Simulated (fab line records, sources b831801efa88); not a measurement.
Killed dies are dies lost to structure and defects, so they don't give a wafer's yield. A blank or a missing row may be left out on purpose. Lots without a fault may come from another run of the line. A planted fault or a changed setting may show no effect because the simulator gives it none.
Problem report in the 8D (eight disciplines) form, filled by code | flow sky130 | the parts of the form that need people (team, actions taken, sign-off) are left out

1. THE PROBLEM
METAL1_ALCU_RS at SKY_METAL1_RS_MEAS_05 reads a mean of 0.0994 ohm/sq on 1 wafer of 1 lot; wafers without a fault read 0.1272 ohm/sq with a standard deviation of 0.0013. That is -21 standard deviations from the usual mean.
The step: measures by four-point-probe.
First seen on wafer L766.1, day 34 18:19, on film_metro-01. The record holds 35 wafers of 12 lots with a number at this step. Rule for "out", or "out of limits": more than 4 standard deviations from the usual mean. The other wafers with a number count as sound.

2. WHAT IT IS AND WHAT IT IS NOT
question                    | is                | is not
which readings at this step | METAL1_ALCU_RS    | -
which lots                  | L766              | L757, L768, L769, L770, L771, L773, L774, L775, L777, L778, L779
which wafers of those lots  | L766.1            | L766.2
read on which gauges        | film_metro-01     | film_metro-03, film_metro-04
when                        | from day 34 18:19 | up to then (4 sound wafers); but 30 sound wafers of L768, L769, L770, L771, L773, L774, L775, L777, L778, L779 came after

3. SUSPECTS, AND WHAT RULES EACH OUT
Counting: a tool at a process step up to the reading stays a suspect if it ran every lot that is out. Sound lots after the first of them don't rule it out here, since some wafers of a struck lot are sound.
- the gauge at SKY_METAL1_RS_MEAS_05: ruled out. All the wafers that are out were read on film_metro-01, but those of them that SKY_METAL1_METAL_ETCH_19 has rows for are out there too, on other tools.
- pvd_sputter-03 at SKY_METAL1_SPUTTER_02 (material AlCu, target thk 250 nm, time 13.3 s): kept. It ran the lot that is out, L766 (day 34 18:14); its last sound lot up to then is L757 (day 31 17:44).
Left after counting: pvd_sputter-03 at SKY_METAL1_SPUTTER_02.

4. THE CAUSE (what the simulator had put in)
Process parameter drift: pvd_sputter-03, from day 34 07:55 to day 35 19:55, at SKY_METAL1_SPUTTER_02. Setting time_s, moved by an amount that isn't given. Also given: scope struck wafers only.
Counting left only this tool.

5. THE CHAIN OF EFFECTS, in route order
Each row: a reading whose mean over the struck wafers that have a number lies more than 3 standard deviations from the usual. Only readings for which the record gives a usual standard deviation are gone through. hours: the time from each lot's start at the first step in this table that gives one to its start at this step, as a median over the lots. sigmas: the change in usual standard deviations.
hours | step                     | reading         | usual         | on struck wafers | change  | sigmas
0     | SKY_METAL1_RS_MEAS_05    | METAL1_ALCU_RS  | 0.1272 ohm/sq | 0.0994           | -0.0278 | -21
6     | SKY_METAL1_THK_MEAS_06   | METAL1_ALCU_THK | 245.4 nm      | 311.7            | +66.3   | +23
26    | SKY_METAL1_METAL_ETCH_19 | oes_product_au  | 0.854 a.u.    | 0.898            | +0.044  | +7.9
The process steps in it:
- SKY_METAL1_METAL_ETCH_19: etches the open film in Cl2/BCl3, stops on SiO2, target depth 360 nm, time 78 s.

6. WHAT WOULD HAVE CAUGHT IT SOONER
In this record the first reading out of limits at a measuring or inspecting step was taken at day 34 18:19, 10 hours after the fault began at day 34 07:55.
Of the tool readings at SKY_METAL1_SPUTTER_02 for which the record gives a usual standard deviation, none was out on any struck wafer, so an alarm limit of 4 standard deviations on them would not have fired.
All the lots that are out (1) had begun SKY_METAL1_SPUTTER_02 on pvd_sputter-03 by day 34 18:19. A hold on the tool at that time would have spared none of them.
